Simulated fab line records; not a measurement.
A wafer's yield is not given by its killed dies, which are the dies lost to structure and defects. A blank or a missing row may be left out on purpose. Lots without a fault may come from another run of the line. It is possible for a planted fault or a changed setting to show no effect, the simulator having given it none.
fab line records	flow sky130
record: lots: 13	wafers: 39	lastDay: 49
route steps=708 shown LDD_N@247 VIA1@470 VIA2@521 METAL3@534
lots that met no fault: from a run of the same line without faults
startH: start of the lot's first displayed wafer, in hours after the record's first day	waitH: how many hours have passed since the lot's step before this one	" identical to the entry in the row above	L1.1+2: a row that stands for several wafers	- no value, or no start given	* or withheld: withheld	< > ~ a bound
route shown NAME@n: NAME is a module with steps in the file, n the number in the route of the first one	usual: mean and standard deviation over wafers with no fault	same: alike in all rows	chamber/n: place in a boat	sites: each site's reading	_std_site: standard deviation of those values	_edge_site: inner sites' mean taken away from outer sites' mean	radiusMm: how far each site lies from the wafer's centre	mask NAME#n: copy n	behind: the last tool/chamber to shape the wafer	hold: reason for holding the lot/hours on hold/outcome of the hold	device: names the non-switching transistor (n, p or np)	end of line: the route-end tests of the same wafers	a step without rows: its recipe alone	killed: not the wafer's yield, but the dies lost to structure and defects at the first sort	map: dies across one wafer; x = killed, . = not, _ = none there
set.NAME: the setting the step ran with; set.NAME@STEP: the setting that earlier step ran with	model.NAME: the simulator's own value behind a step, which no gauge read
the route's steps for a sample of lots (tables are steps, rows are wafers)
services: when a tool's chamber went out of use (startH, in hours from the record's first day, below 0 if earlier), for how many hours, and the reason
== steps ==
step: SKY_LDD_N_IMPLANT_10
recipe: species: As	energyKev: 20	doseCm2: 7.5e+13	tiltDeg: withheld	rotationDeg: 203
usual: doseIonsCm2: 7.499e+13/7.9e+10	faradayCurrentUA: 424/8.7
same: implantIonAmu: 75
lot.wafer	tool	chamber	startH	waitH	doseIonsCm2	faradayCurrentUA
L936.3	implanter-01	0	423.97	0.1	7.501e+13	432
L936.4	"	0	"	"	7.505e+13	435
L936.5	"	0	"	"	7.498e+13	426
L937.2	implanter-04	0	429.43	0.1	7.499e+13	429
L937.3	"	0	"	"	7.498e+13	436
L937.5	"	0	"	"	7.499e+13	412
L939.1	implanter-04	0	446.10	0.1	7.483e+13	409
L939.2	"	0	"	"	7.492e+13	422
L939.6	"	0	"	"	7.485e+13	402
L940.2	implanter-02	0	452.29	0.1	7.493e+13	418
L940.3	"	0	"	"	7.498e+13	418
L940.4	"	0	"	"	7.507e+13	426
L941.1	implanter-01	0	455.44	0.1	7.5e+13	427
L941.3	"	0	"	"	7.515e+13	434
L941.6	"	0	"	"	7.494e+13	414
L942.2	implanter-01	0	467.96	0.1	7.495e+13	407
L942.5	"	0	"	"	7.499e+13	422
L942.6	"	0	"	"	7.494e+13	428
L943.1	implanter-01	0	473.00	0.1	7.489e+13	446
L943.4	"	0	"	"	7.496e+13	433
L943.6	"	0	"	"	7.489e+13	420
L944.1	implanter-01	0	486.74	0.1	7.496e+13	432
L944.5	"	0	"	"	7.491e+13	429
L944.6	"	0	"	"	7.5e+13	426
L946.3	implanter-01	0	499.41	0.1	7.506e+13	428
L946.4	"	0	"	"	7.491e+13	426
L946.6	"	0	"	"	7.489e+13	437
L951.3	implanter-01	0	539.71	0.1	7.507e+13	418
L951.4	"	0	"	"	7.507e+13	430
L951.6	"	0	"	"	7.495e+13	433
L952.1	implanter-04	0	553.80	0.1	6.82e+13	388
L952.3	"	0	"	"	6.812e+13	382
L952.6	"	0	"	"	6.822e+13	390
L954.1	implanter-04	0	561.79	0.1	6.815e+13	378
L954.5	"	0	"	"	6.822e+13	389
L954.6	"	0	"	"	6.826e+13	386
L955.2	implanter-02	0	572.86	0.1	7.489e+13	411
L955.3	"	0	"	"	7.49e+13	431
L955.6	"	0	"	"	7.502e+13	426
step: SKY_VIA1_CD_MEAS_12
recipe: targetCdNm: 150
usual: cdNm: 149.9/1.4
lot.wafer	tool	chamber	startH	waitH	cdNm
L936.3	cdSem-02	-	809.74	-	150.9
L936.4	"	-	"	"	151.9
L936.5	"	-	"	"	151.2
L937.2	cdSem-02	-	817.97	-	149.7
L937.3	"	-	"	"	149.9
L937.5	"	-	"	"	149.2
L939.1	cdSem-02	-	830.71	-	150.6
L939.2	"	-	"	"	149.7
L939.6	"	-	"	"	149.9
L940.2	cdSem-01	-	834.43	-	150.1
L940.3	"	-	"	"	149.0
L940.4	"	-	"	"	150.0
L941.1	cdSem-01	-	837.36	-	150.4
L941.3	"	-	"	"	150.6
L941.6	"	-	"	"	149.4
L942.2	cdSem-01	-	848.07	-	149.3
L942.5	"	-	"	"	150.6
L942.6	"	-	"	"	149.5
L943.1	cdSem-01	-	851.96	-	149.6
L943.4	"	-	"	"	150.7
L943.6	"	-	"	"	148.6
L944.1	cdSem-02	-	864.65	-	149.0
L944.5	"	-	"	"	147.9
L944.6	"	-	"	"	149.8
L946.3	cdSem-02	-	877.48	-	149.4
L946.4	"	-	"	"	150.4
L946.6	"	-	"	"	149.2
L951.3	cdSem-02	-	909.30	-	151.5
L951.4	"	-	"	"	150.6
L951.6	"	-	"	"	149.5
L952.1	cdSem-02	-	920.90	-	150.2
L952.3	"	-	"	"	150.9
L952.6	"	-	"	"	148.8
L954.1	cdSem-02	-	926.37	-	146.5
L954.5	"	-	"	"	147.0
L954.6	"	-	"	"	148.7
L955.2	cdSem-02	-	937.82	-	149.2
L955.3	"	-	"	"	150.5
L955.6	"	-	"	"	150.4
step: SKY_VIA2_ETCH_14
recipe: chemistry: N2/H2	target: BARC	ionEnergyEv: 200	sourceW: 500	biasW: 100	pressureMtorr: 30	n2FlowSccm: 100	h2FlowSccm: 200	stopOn: SiO2	timeS: 45.9	targetDepthA: 600
usual: drypumpMotorCurrentA: 5.6/0.39	oesProductAu: 0.854/0.0049	throttleValvePct: 13.224/0.0098
lot.wafer	tool	chamber	startH	waitH	drypumpMotorCurrentA	oesProductAu	rfHoursCounterH	throttleValvePct
L936.3	rieDiel-02	3	865.99	0.0	5.2	0.856	1	13.240
L936.4	"	1	"	"	5.3	0.856	-	13.224
L936.5	"	2	"	"	5.5	0.853	-	13.217
L937.2	rieDiel-02	0	875.09	0.0	6.5	0.852	0	13.218
L937.3	"	1	"	"	5.3	0.855	8	13.225
L937.5	"	3	"	"	5.2	0.856	-	13.223
L939.1	rieDiel-02	1	886.79	0.0	5.3	0.849	8	13.210
L939.2	"	2	"	"	5.5	0.857	17	13.222
L939.6	"	0	"	"	6.5	0.849	-	13.217
L940.2	rieDiel-01	0	891.14	0.0	6.2	0.854	12	13.245
L940.3	"	2	"	"	5.8	0.853	7	13.233
L940.4	"	1	"	"	5.8	0.849	25	13.224
L941.1	rieDiel-01	3	892.72	0.0	5.8	0.851	6	13.239
L941.3	"	0	"	"	6.2	0.860	12	13.205
L941.6	"	1	"	"	5.8	0.851	-	13.223
L942.2	rieDiel-03	3	904.09	0.0	5.9	0.854	16	13.215
L942.5	"	2	"	"	5.5	0.851	-	13.226
L942.6	"	1	"	"	5.0	0.860	-	13.219
L943.1	rieDiel-01	3	907.82	0.0	5.8	0.857	6	13.239
L943.4	"	2	"	"	5.8	0.862	7	13.216
L943.6	"	0	"	"	6.2	0.854	-	13.221
L944.1	rieDiel-01	3	919.59	0.0	5.8	0.852	7	13.236
L944.5	"	1	"	"	5.8	0.854	-	13.217
L944.6	"	0	"	"	6.2	0.859	-	13.215
L946.3	rieDiel-03	0	930.49	0.0	5.3	0.859	18	13.228
L946.4	"	1	"	"	5.0	0.859	14	13.218
L946.6	"	0	"	"	5.3	0.857	-	13.223
L951.3	rieDiel-01	2	961.77	0.0	5.8	0.856	9	13.224
L951.4	"	3	"	"	5.8	0.858	8	13.235
L951.6	"	0	"	"	6.2	0.847	-	13.220
L952.1	rieDiel-01	3	972.54	0.0	5.8	0.847	8	13.210
L952.3	"	2	"	"	5.8	0.864	9	13.226
L952.6	"	1	"	"	5.8	0.852	-	13.226
L954.1	rieDiel-02	2	978.24	0.0	5.5	0.849	19	13.204
L954.5	"	2	"	"	5.5	0.862	-	13.224
L954.6	"	3	"	"	5.2	0.857	-	13.209
L955.2	rieDiel-03	1	988.59	0.0	5.1	0.851	16	13.213
L955.3	"	0	"	"	5.3	0.851	20	13.223
L955.6	"	1	"	"	5.0	0.851	-	13.231
step: SKY_METAL3_SPUTTER_02
recipe: material: AlCu	targetThkNm: 735	powerW: 10600	timeS: 39.1	chamberPressurePa: 0.4
usual: throttleValvePct: 30.2/0.64
lot.wafer	tool	chamber	startH	waitH	throttleValvePct
L936.3	pvdSputter-04	-	867.41	0.0	29.7
L936.4	"	-	"	"	30.3
L936.5	"	-	"	"	29.9
L937.2	pvdSputter-01	-	876.73	0.0	29.2
L937.3	"	-	"	"	30.9
L937.5	"	-	"	"	29.2
L939.1	pvdSputter-01	-	888.22	0.0	29.2
L939.2	"	-	"	"	30.8
L939.6	"	-	"	"	30.2
L940.2	pvdSputter-04	-	892.60	0.0	30.6
L940.3	"	-	"	"	30.3
L940.4	"	-	"	"	29.6
L941.1	pvdSputter-01	-	894.37	0.0	31.0
L941.3	"	-	"	"	30.4
L941.6	"	-	"	"	30.8
L942.2	pvdSputter-04	-	905.51	0.0	30.1
L942.5	"	-	"	"	30.3
L942.6	"	-	"	"	30.9
L943.1	pvdSputter-01	-	909.24	0.0	30.0
L943.4	"	-	"	"	30.8
L943.6	"	-	"	"	30.5
L944.1	pvdSputter-04	-	921.11	0.0	30.7
L944.5	"	-	"	"	30.3
L944.6	"	-	"	"	30.6
L946.3	pvdSputter-01	-	931.95	0.0	29.3
L946.4	"	-	"	"	30.9
L946.6	"	-	"	"	29.5
L951.3	pvdSputter-01	-	963.25	0.0	30.4
L951.4	"	-	"	"	30.0
L951.6	"	-	"	"	30.6
L952.1	pvdSputter-04	-	973.97	0.0	30.2
L952.3	"	-	"	"	30.5
L952.6	"	-	"	"	30.7
L954.1	pvdSputter-01	-	979.70	0.0	30.5
L954.5	"	-	"	"	30.4
L954.6	"	-	"	"	30.8
L955.2	pvdSputter-04	-	990.06	0.0	30.5
L955.3	"	-	"	"	29.8
L955.6	"	-	"	"	30.7
== services ==
tool	chamber	startH	hours	kind
rieDiel-01	-	412.76	2.8	pm
pvdSputter-01	-	421.74	2.8	repair
implanter-01	-	432.44	3.0	pm
rieDiel-01	2	439.65	8.7	repair
pvdSputter-01	-	442.04	12.5	repair
rieDiel-01	3	468.79	8.2	repair
pvdSputter-01	-	470.94	7.4	repair
implanter-01	-	502.54	2.8	repair
rieDiel-01	0	516.60	16.0	repair
rieDiel-01	3	539.05	3.9	repair
implanter-01	-	552.13	5.5	repair
pvdSputter-04	-	556.09	1.2	repair
pvdSputter-01	-	660.84	6.3	repair
implanter-01	-	671.43	41.6	pm
pvdSputter-01	-	671.98	3.2	repair
pvdSputter-01	-	702.99	6.2	repair
pvdSputter-01	-	738.66	0.6	repair
implanter-01	-	747.89	4.7	pm
pvdSputter-01	-	831.23	8.0	repair
implanter-01	-	833.21	1.2	repair
pvdSputter-01	-	848.44	4.2	repair
pvdSputter-01	-	852.78	1.3	repair
pvdSputter-01	-	948.52	2.6	repair
pvdSputter-01	-	959.56	3.6	repair
== key ==
firstSign: step: SKY_LDD_N_IMPLANT_10	reading: doseIonsCm2	direction: down	sigmas: 86	usual: *	struck: *
effect: step: SKY_LDD_N_IMPLANT_10	reading: faradayCurrentUA	direction: down	sigmas: 4.4	usual: 424	struck: 386
metAt SKY_LDD_N_IMPLANT_10
struckLots L952,L954
testerLeftOut L952,L954
notActingAt SKY_VIA1_CD_MEAS_12,SKY_VIA2_ETCH_14,SKY_METAL3_SPUTTER_02
onsetBetween 446.10 553.80
fault: kind: processParameterDrift	tool: implanter-04	chamber: -	onsetH: 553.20	steps: SKY_LDD_N_IMPLANT_10	channel: doseCm2	offset: *	shape: step	endH: 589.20	actsIn: *	stated: *
testerLeftOut: of these lots the tester's yield and bins aren't shown, on N5 and GAA mostly nor the transistor test; their killed dies are dies lost to structure and defects alone, not to doping, threshold or leakage, so they don't give the yield
